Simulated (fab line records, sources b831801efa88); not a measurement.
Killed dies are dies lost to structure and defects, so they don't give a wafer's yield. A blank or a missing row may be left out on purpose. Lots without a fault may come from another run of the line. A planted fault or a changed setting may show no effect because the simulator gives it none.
Tool commonality check | flow sky130 | 14 lots, 41 wafers sampled

WHY IT WAS OPENED
At SKY_METAL5_RS_MEAS_05 the reading METAL5_ALCU_RS is flagged on 2 of 14 lots. Wafers without a fault read 0.0270 ohm/sq, standard deviation 0.00034.
Rule: a lot is flagged when every wafer of it that has a number lies more than 4 standard deviations from that mean, or none has a number. The other lots count as sound.

lot  | measured     | on            | METAL5_ALCU_RS (ohm/sq), wafer by wafer | flag
L327 | day 42 23:05 | film_metro-01 | 0.0276 0.0278 0.0275                    |
L328 | day 43 05:49 | film_metro-04 | 0.0275 0.0264 0.0270                    |
L329 | day 43 13:46 | film_metro-02 | 0.0267 0.0273 0.0270                    |
L333 | day 45 00:03 | film_metro-01 | 0.0231 0.0232 0.0232                    | FLAGGED
L334 | day 45 09:25 | film_metro-02 | 0.0277 0.0276 0.0273                    |
L335 | day 45 16:05 | film_metro-02 | 0.0228 0.0228 0.0228                    | FLAGGED
L337 | day 45 22:50 | film_metro-02 | 0.0278 0.0272 0.0278                    |
L338 | day 46 08:58 | film_metro-02 | 0.0267 0.0272 0.0270                    |
L339 | day 46 09:50 | film_metro-02 | 0.0272 0.0274                           |
L341 | day 46 14:58 | film_metro-02 | 0.0274 0.0268 0.0269                    |
L342 | day 47 04:23 | film_metro-01 | 0.0272 0.0275 0.0274                    |
L345 | day 47 15:59 | film_metro-04 | 0.0273 0.0271 0.0271                    |
L347 | day 47 20:41 | film_metro-02 | 0.0270 0.0268 0.0275                    |
L349 | day 48 12:47 | film_metro-04 | 0.0277 0.0271 0.0269                    |
The numbers of the flagged lots are 0.0230 ohm/sq on average: -0.0040 ohm/sq against the usual, or -12 standard deviations.

WHICH TOOL RAN EACH LOT
The record holds 3 process steps before the reading, out of a route of 708 steps. In each cell: the tool, then ch and the chambers that the sampled wafers went through, then the start.
lot  | flag    | SKY_CAPM_METAL_ETCH_13            | SKY_METAL3_DESCUM_15              | SKY_METAL5_SPUTTER_02
L327 |         | rie_metal-02 ch 0,1, day 37 15:26 | rie_metal-03 ch 0, day 38 17:46   | pvd_sputter-01, day 42 22:57
L328 |         | rie_metal-01 ch 0,1, day 37 20:59 | rie_metal-04 ch 0,1, day 38 23:10 | pvd_sputter-03, day 43 05:42
L329 |         | rie_metal-01 ch 0, day 38 05:27   | rie_metal-04 ch 0,1, day 39 07:24 | pvd_sputter-01, day 43 13:39
L333 | FLAGGED | rie_metal-04 ch 0,1, day 39 18:59 | rie_metal-02 ch 0,1, day 40 20:19 | pvd_sputter-02, day 44 23:56
L334 |         | rie_metal-02 ch 0,1, day 40 05:47 | rie_metal-04 ch 0,1, day 41 07:30 | pvd_sputter-01, day 45 09:17
L335 | FLAGGED | rie_metal-01 ch 0,1, day 40 11:18 | rie_metal-02 ch 0,1, day 41 12:45 | pvd_sputter-02, day 45 15:58
L337 |         | rie_metal-02 ch 1, day 40 22:06   | rie_metal-02 ch 1, day 41 22:45   | pvd_sputter-03, day 45 22:42
L338 |         | rie_metal-01 ch 0,1, day 41 09:05 | rie_metal-04 ch 0,1, day 42 09:55 | pvd_sputter-01, day 46 08:50
L339 |         | rie_metal-02 ch 0,1, day 41 10:13 | rie_metal-04 ch 0, day 42 10:38   | pvd_sputter-03, day 46 09:40
L341 |         | rie_metal-02 ch 0,1, day 41 15:06 | rie_metal-03 ch 0,1, day 42 15:07 | pvd_sputter-03, day 46 14:51
L342 |         | rie_metal-01 ch 0,1, day 42 06:50 | rie_metal-02 ch 0,1, day 43 07:34 | pvd_sputter-01, day 47 04:16
L345 |         | rie_metal-04 ch 0,1, day 42 20:18 | rie_metal-02 ch 0,1, day 43 20:55 | pvd_sputter-01, day 47 15:48
L347 |         | rie_metal-04 ch 0,1, day 43 03:51 | rie_metal-04 ch 0,1, day 44 03:13 | pvd_sputter-03, day 47 20:34
L349 |         | rie_metal-02 ch 0, day 43 20:12   | rie_metal-02 ch 0,1, day 44 19:16 | pvd_sputter-03, day 48 12:38
What these steps do:
- SKY_CAPM_METAL_ETCH_13: etches TiN in Cl2/BCl3, stops on SiO2, target depth 220 nm, time 62.9 s.
- SKY_METAL3_DESCUM_15: chemistry O2, time 8 s.
- SKY_METAL5_SPUTTER_02: material AlCu, target thk 1150 nm, time 61.2 s.
- SKY_METAL5_RS_MEAS_05: measures by four-point-probe.

FLAGGED OVER TOTAL, TOOL BY TOOL (the gauges that took the reading come last)
step                   | tool           | lots run | flagged | share of the flagged lots | sound lots run after its first flagged lot
SKY_CAPM_METAL_ETCH_13 | rie_metal-01   | 5        | 1       | some                      | 2 (L338,L342)
SKY_CAPM_METAL_ETCH_13 | rie_metal-02   | 6        | 0       | none                      | -
SKY_CAPM_METAL_ETCH_13 | rie_metal-04   | 3        | 1       | some                      | 2 (L345,L347)
SKY_METAL3_DESCUM_15   | rie_metal-02   | 6        | 2       | all                       | 4 (L337,L342,L345,L349)
SKY_METAL3_DESCUM_15   | rie_metal-03   | 2        | 0       | none                      | -
SKY_METAL3_DESCUM_15   | rie_metal-04   | 6        | 0       | none                      | -
SKY_METAL5_SPUTTER_02  | pvd_sputter-01 | 6        | 0       | none                      | -
SKY_METAL5_SPUTTER_02  | pvd_sputter-02 | 2        | 2       | all                       | 0
SKY_METAL5_SPUTTER_02  | pvd_sputter-03 | 6        | 0       | none                      | -
SKY_METAL5_RS_MEAS_05  | film_metro-01  | 3        | 1       | some                      | 1 (L342)
SKY_METAL5_RS_MEAS_05  | film_metro-02  | 8        | 1       | some                      | 5 (L337,L338,L339,L341,L347)
SKY_METAL5_RS_MEAS_05  | film_metro-04  | 3        | 0       | none                      | -

WHAT THE TABLE ALLOWS
2 rows of the table ran every flagged lot: rie_metal-02 at SKY_METAL3_DESCUM_15, pvd_sputter-02 at SKY_METAL5_SPUTTER_02.
- rie_metal-02 at SKY_METAL3_DESCUM_15: 2 of its 6 lots flagged. Sound lots ran on it after the first flagged one (L337, L342, L345, L349), which a lasting fault on the whole tool wouldn't allow.
- pvd_sputter-02 at SKY_METAL5_SPUTTER_02: 2 of its 2 lots flagged. It ran no sound lot before its first flagged lot in this sample, so the start can't be narrowed down.
One tool is left: pvd_sputter-02 at SKY_METAL5_SPUTTER_02.

WHAT THE SIMULATOR HAD PUT IN
Process parameter drift: pvd_sputter-02, from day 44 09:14 on, at SKY_METAL5_SPUTTER_02. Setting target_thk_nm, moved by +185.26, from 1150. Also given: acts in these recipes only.
Lots struck among those shown: L333, L335. The rule above found the same.
